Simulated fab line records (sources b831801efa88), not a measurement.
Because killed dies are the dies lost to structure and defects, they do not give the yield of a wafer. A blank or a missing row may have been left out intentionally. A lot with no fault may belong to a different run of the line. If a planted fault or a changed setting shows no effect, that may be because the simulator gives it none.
Which tool is to blame? -- flow gf180mcu -- 6 lots with 18 wafers sampled at 2 steps, on a route of 602 steps

== WHAT EACH GAUGE READ, for each wafer ==
GF_V3_RS_MEAS_24: measures by four-point-probe.
lot,measured,on,V3_W_RS (ohm/sq)
L624,day 22 23:39,film_metro-03,0.327 0.327 0.323
L627,day 23 20:53,film_metro-03,0.323 0.319 0.321
L635,day 26 19:49,film_metro-01,0.420 0.414 0.423
L638,day 27 15:22,film_metro-03,0.413 0.411 0.408
L642,day 28 15:14,film_metro-01,0.327 0.320 0.329
L644,day 29 02:07,film_metro-03,0.326 0.324 0.334

== TOOL THAT RAN EACH LOT (tool first, then ch and the chambers of the sampled wafers, then the start) ==
lot,GF_V3_CVD_23
L624,"cvd_w-01 ch 0,1, day 22 23:32"
L627,"cvd_w-01 ch 1, day 23 20:47"
L635,"cvd_w-01 ch 0,1, day 26 19:41"
L638,"cvd_w-01 ch 0,1, day 27 15:14"
L642,"cvd_w-02 ch 0,1, day 28 15:07"
L644,"cvd_w-02 ch 0,1, day 29 01:59"
- GF_V3_CVD_23: deposits W, target thk 350 nm, time 104.9 s.

== THE ANSWER, worked out from the rows above alone ==
Rule: the usual values come from the lots themselves. Put in order of their means at a reading, lots are off if they are a third of the lots or fewer, leave a main group of 4 or more, and stand apart from it by a gap of 3 or more times the standard deviation of the main group's means; of several such gaps the widest counts. A main group whose means are all the same, to the digits that the tables above print for the reading, isn't used. Also off: a lot with no number at a reading for which 4 or more lots have one. Where the step has rows for the other lots, those lots are counted as sound.
Off: at GF_V3_RS_MEAS_24 (V3_W_RS), L635, L638. For the main group the mean is 0.325 ohm/sq and the standard deviation 0.0025.
If a tool, at a process step before that reading, ran all the lots that are off and no sound lot after the first of them, it fits. Gauges at GF_V3_RS_MEAS_24: tried the same way as those tools. One fits: GF_V3_CVD_23 on cvd_w-01. Its last sound lot is L627 (day 23 20:47), its first lot that is off L635 (day 26 19:41): a fault that began between those two fits.

== WHAT THE SIMULATOR HAD PUT IN ==
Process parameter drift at GF_V3_CVD_23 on cvd_w-01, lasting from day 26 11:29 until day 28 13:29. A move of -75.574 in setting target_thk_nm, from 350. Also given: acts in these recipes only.
Shown lots that were struck: L635, L638. The rule above reached the same finding.
